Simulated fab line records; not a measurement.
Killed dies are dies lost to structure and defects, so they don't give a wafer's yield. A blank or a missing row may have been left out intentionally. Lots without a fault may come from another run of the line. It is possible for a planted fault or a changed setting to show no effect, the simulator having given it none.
2 desks looking at one fault || flow sky130 || numbers are kept per desk, each desk with only its own; the story behind them comes last

TOOL OWNER'S DESK, implanter-04
The tool's own readings at SKY_NWELL_IMPLANT_12: means of the sampled wafers that have a number, for each lot that ran on this tool. If a lot's mean is further than 4 standard deviations from the usual mean, the lot is out of limits and carries the mark OUT (the distance appears in the brackets).
Columns: A = beamOnS at SKY_NWELL_IMPLANT_12, usual 10.01 s; B = faradayCurrentUA at SKY_NWELL_IMPLANT_12, usual 7.32
{"lot": "L427", "first seen here": "day 6 01:59", "A": 10.03, "B": 7.31}
{"lot": "L432", "first seen here": "day 7 00:53", "A": 10.00, "B": 7.33}
{"lot": "L434", "first seen here": "day 7 07:47", "A": 10.05, "B": 7.31}
{"lot": "L440", "first seen here": "day 8 04:20", "A": "11.09 (+5.7) OUT", "B": "6.68 (-4.6) OUT"}
{"lot": "L443", "first seen here": "day 9 03:31", "A": "12.00 (+10) OUT", "B": "6.11 (-8.7) OUT"}
{"lot": "L444", "first seen here": "day 9 06:49", "A": "11.85 (+9.7) OUT", "B": "6.21 (-8.0) OUT"}
This desk finds L440, L443, L444 out of limits, L440 being first, at day 8 04:20 (beamOnS at SKY_NWELL_IMPLANT_12). L427, L432, L434 stayed within limits.

METROLOGY DESK
What the gauges read for every lot (on any tool): the sampled wafers with a number, averaged. If a lot's mean is further than 4 standard deviations from the usual mean, the lot is out of limits and carries the mark OUT (the distance appears in the brackets).
Columns: A = NWELL_RS at SKY_NWELL_RS_MEAS_29, usual 624.4 ohm/sq; B = VT_ADJUST_HVTP_OVL at SKY_VT_ADJUST_HVTP_OVL_MEAS_08, usual 0.2 nm; C = VT_ADJUST_HVTP_TW at SKY_VT_ADJUST_HVTP_TW_MEAS_11, usual 1357
{"lot": "L426", "first seen here": "day 6 05:48", "A": 625.2, "B": -0.1, "C": 1351}
{"lot": "L427", "first seen here": "day 6 22:38", "A": 620.6, "B": 2.1, "C": 1358}
{"lot": "L431", "first seen here": "day 7 22:08", "A": 625.4, "B": 1.3, "C": 1349}
{"lot": "L432", "first seen here": "day 7 22:24", "A": 623.9, "B": -0.2, "C": 1364}
{"lot": "L434", "first seen here": "day 8 04:50", "A": 624.6, "B": -0.2, "C": 1357}
{"lot": "L433", "first seen here": "day 8 06:10", "A": 623.2, "B": 1.5, "C": 1356}
{"lot": "L435", "first seen here": "day 8 10:32", "A": 623.4, "B": -0.2, "C": 1352}
{"lot": "L438", "first seen here": "day 8 15:17", "A": 622.4, "B": 0.6, "C": 1356}
{"lot": "L440", "first seen here": "day 9 02:07", "A": 623.9, "B": -0.6, "C": 1358}
{"lot": "L442", "first seen here": "day 9 20:32", "A": 626.1, "B": -1.5, "C": 1347}
{"lot": "L443", "first seen here": "day 10 02:42", "A": 617.5, "B": 0.8, "C": 1352}
{"lot": "L444", "first seen here": "day 10 05:40", "A": 617.5, "B": 1.0, "C": 1370}
{"lot": "L448", "first seen here": "day 11 05:44", "A": 624.3, "B": 0.3, "C": 1350}
Result from this desk: across the 13 lots, nothing is out of limits.

TAKEN TOGETHER
At day 8 04:20, on L440, L443, L444, the tool owner's desk was in a position to raise an alarm.
Nothing out of limits was seen by the metrology desk.
The metrology desk has L440, L443, L444 on record, within its limits.
SKY_NWELL_IMPLANT_12 was run on implanter-04 by each of the lots named.

WHAT THE SIMULATOR HAD PUT IN
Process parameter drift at SKY_NWELL_IMPLANT_12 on implanter-04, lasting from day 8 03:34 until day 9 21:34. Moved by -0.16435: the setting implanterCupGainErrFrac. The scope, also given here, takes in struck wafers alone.
Lots struck among those shown: L440, L443, L444.
Delay in hours, fault start to first out-of-limits reading, by desk: the tool owner's desk at 1.
